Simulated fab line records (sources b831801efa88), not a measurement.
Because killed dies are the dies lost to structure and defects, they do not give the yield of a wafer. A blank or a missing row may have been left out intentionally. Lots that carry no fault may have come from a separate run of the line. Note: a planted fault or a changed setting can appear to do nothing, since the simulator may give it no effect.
The tool behind it: which one? ; flow sky130 ; Sampling: 12 lots, 36 wafers, 5 of 708 route steps

WHAT THE GAUGES READ, wafer by wafer
SKY_VT_ADJUST_HVTR_OVL_MEAS_08.
lot;measured;on;VT_ADJUST_HVTR_OVL (nm)
L414;day 10 04:12;overlay-01;-1.7 -1.0 -1.5
L416;day 10 19:52;overlay-02;1.7 1.8 0.0
L418;day 11 18:11;overlay-01;1.0 1.4 1.6
L420;day 12 09:20;overlay-01;0.0 -1.7 -0.7
L421;day 12 11:48;overlay-01;-0.5 0.2 -0.2
L422;day 12 17:35;overlay-02;1.4 0.1 -0.4
L426;day 14 10:14;overlay-01;-2.1 -0.1 2.0
L427;day 14 13:35;overlay-02;1.2 -0.4 -0.5
L431;day 15 19:25;overlay-02;1.9 1.8 0.4
L434;day 16 12:08;overlay-02;0.8 0.5 -0.2
L435;day 16 23:07;overlay-01;1.6 0.3 1.3
L436;day 17 04:21;overlay-01;2.3 -0.3 -0.3

SKY_SONOS_TUNNEL_TW_MEAS_12.
lot;measured;on;SONOS_TUNNEL_TW
L414;day 12 05:39;filmMetro-02;199.1 199.0 198.1
L416;day 12 22:02;filmMetro-04;198.0 199.4 198.7
L418;day 13 21:50;filmMetro-02;197.5 197.6 198.0
L420;day 14 14:41;filmMetro-04;197.7 197.5 197.8
L421;day 14 18:23;filmMetro-01;195.4 195.6 195.8
L422;day 15 01:26;filmMetro-04;198.6 197.6 199.0
L426;day 16 21:23;filmMetro-02;198.5 198.7 198.8
L427;day 17 00:32;filmMetro-02;155.7 157.0 156.3
L431;day 18 09:25;filmMetro-02;156.1 157.1 156.4
L434;day 19 03:44;filmMetro-02;198.8 199.0 197.6
L435;day 19 15:52;filmMetro-01;195.1 195.0 194.4
L436;day 19 21:17;filmMetro-01;193.5 195.5 194.7

SKY_SONOS_ONO_THK_MEAS_01.
lot;measured;on;SONOS_ONO_OXIDATION_THK (nm)
L414;day 12 08:37;filmMetro-01;2.71 2.65 2.78
L416;day 13 01:00;filmMetro-02;2.49 2.52 2.50
L418;day 14 00:02;filmMetro-03;2.52 2.52 2.52
L420;day 14 16:07;filmMetro-02;2.63 2.72 2.67
L421;day 14 19:48;filmMetro-02;2.59 2.58 2.62
L422;day 15 02:53;filmMetro-02;2.47 2.50 2.39
L426;day 16 23:23;filmMetro-03;2.69 2.63 2.56
L427;day 17 01:58;filmMetro-01;2.67 2.58 2.63
L431;day 18 10:52;filmMetro-03;2.62 2.74 2.74
L434;day 19 07:26;filmMetro-01;2.58 2.51 2.63
L435;day 19 17:25;filmMetro-03;2.53 2.53 2.57
L436;day 19 22:43;filmMetro-03;2.60 2.67 2.65

TOOL THAT RAN EACH LOT (tool first, then ch and the chambers of the sampled wafers, then the start)
lot;SKY_VT_ADJUST_LVTN_STRIP_20;SKY_SONOS_TUNNEL_IMPLANT_09
L414;plasmaAsher-02 ch 0,1, day 8 07:17;implanter-04 ch 0, day 12 05:13
L416;plasmaAsher-02 ch 0,1, day 8 23:17;implanter-02 ch 0, day 12 21:35
L418;plasmaAsher-04 ch 1, day 9 17:59;implanter-02 ch 0, day 13 21:26
L420;plasmaAsher-02 ch 0,1, day 10 07:35;implanter-02 ch 0, day 14 14:17
L421;plasmaAsher-04 ch 0,1, day 10 11:47;implanter-01 ch 0, day 14 17:58
L422;plasmaAsher-02 ch 0,1, day 10 16:23;implanter-04 ch 0, day 15 01:02
L426;plasmaAsher-01 ch 0,1, day 12 05:46;implanter-02 ch 0, day 16 21:01
L427;plasmaAsher-01 ch 0,1, day 12 07:55;implanter-02 ch 0, day 17 00:10
L431;plasmaAsher-02 ch 0,1, day 13 11:56;implanter-02 ch 0, day 18 09:01
L434;plasmaAsher-01 ch 0,1, day 14 02:23;implanter-01 ch 0, day 19 03:19
L435;plasmaAsher-04 ch 0,1, day 14 12:59;implanter-04 ch 0, day 19 15:26
L436;plasmaAsher-04 ch 0,1, day 14 17:20;implanter-04 ch 0, day 19 20:34
- SKY_VT_ADJUST_LVTN_STRIP_20: strips in O2/N2.
- SKY_SONOS_TUNNEL_IMPLANT_09

AS READ BY THE TOOLS THEMSELVES (means over the sampled wafers that have a number; for cases with no such wafer, the mark the record gives instead)
SKY_VT_ADJUST_LVTN_STRIP_20.
lot;tool;drypumpMotorCurrentA (A);oesProductAu (a.u.);stripTimeToEndpointS (s)
L414;plasmaAsher-02;5.4;0.719;14.21
L416;plasmaAsher-02;5.4;0.716;14.21
L418;plasmaAsher-04;5.4;0.719;14.17
L420;plasmaAsher-02;5.4;0.710;14.19
L421;plasmaAsher-04;5.7;0.712;14.19
L422;plasmaAsher-02;6.1;0.719;14.15
L426;plasmaAsher-01;6.3;0.720;14.25
L427;plasmaAsher-01;6.1;0.715;14.17
L431;plasmaAsher-02;6.0;0.716;14.20
L434;plasmaAsher-01;6.3;0.714;14.23
L435;plasmaAsher-04;5.5;0.716;14.18
L436;plasmaAsher-04;5.7;0.713;14.21

SKY_SONOS_TUNNEL_IMPLANT_09.
lot;tool;doseIonsCm2;faradayCurrentUA
L414;implanter-04;9.985e+11;5.53
L416;implanter-02;1.000e+12;5.59
L418;implanter-02;1.000e+12;5.63
L420;implanter-02;1.000e+12;5.60
L421;implanter-01;1.000e+12;5.66
L422;implanter-04;1.000e+12;5.57
L426;implanter-02;9.994e+11;5.73
L427;implanter-02;4.189e+11;2.32
L431;implanter-02;4.187e+11;2.34
L434;implanter-01;1.000e+12;5.60
L435;implanter-04;1.000e+12;5.70
L436;implanter-04;9.986e+11;5.75

THE ANSWER, worked out from the rows above alone
Rule: the usual values come from the lots themselves. The widest of any qualifying gaps counts: lots, ordered by their means at a reading, are off when they make up no more than a third of the lots, leave a main group of 4 or more, and stand apart from it by 3 or more times the standard deviation of that group's means. The tables above print the reading to a certain number of digits; a main group whose means all agree to those digits is not used. A lot without any number at a reading at which 4 lots or more have one is off too. Any other lot the step has rows for is counted as sound. First the gauges in route order, then the tools' own readings, where a lot's mean is used as printed above. The first step at which some lot is off is used, and at that step the reading that is off furthest; a lot without a number counts as furthest.
Off: at SKY_SONOS_TUNNEL_TW_MEAS_12 (SONOS_TUNNEL_TW), L427, L431. For the main group the mean is 197.3 and the standard deviation 1.6.
A tool fits if, at a process step before that reading, it ran every lot that is off, and no sound lot after the first of them. Not tried: the gauges at SKY_SONOS_TUNNEL_TW_MEAS_12; whatever is off there is also off at SKY_SONOS_TUNNEL_IMPLANT_09, on other tools, and gauge error can't account for it. One candidate fits, namely implanter-02 at SKY_SONOS_TUNNEL_IMPLANT_09. Its last sound lot is L426 (day 16 21:01), its first lot that is off L427 (day 17 00:10): a fault that began between those two fits.
The tool's own readings at SKY_SONOS_TUNNEL_IMPLANT_09 bear it out: on the lots that are off they differ by more than 5 times the standard deviation of the sound lots' means. doseIonsCm2 reads 4.188e+11 there against 9.996e+11 on the sound lots; faradayCurrentUA reads 2.33 there against 5.64 on the sound lots.

WHAT WAS PUT IN BY THE SIMULATOR
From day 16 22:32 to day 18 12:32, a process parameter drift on implanter-02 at SKY_SONOS_TUNNEL_IMPLANT_09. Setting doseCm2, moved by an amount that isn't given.
Lots struck among those shown: L427, L431. Same finding as the rule above.
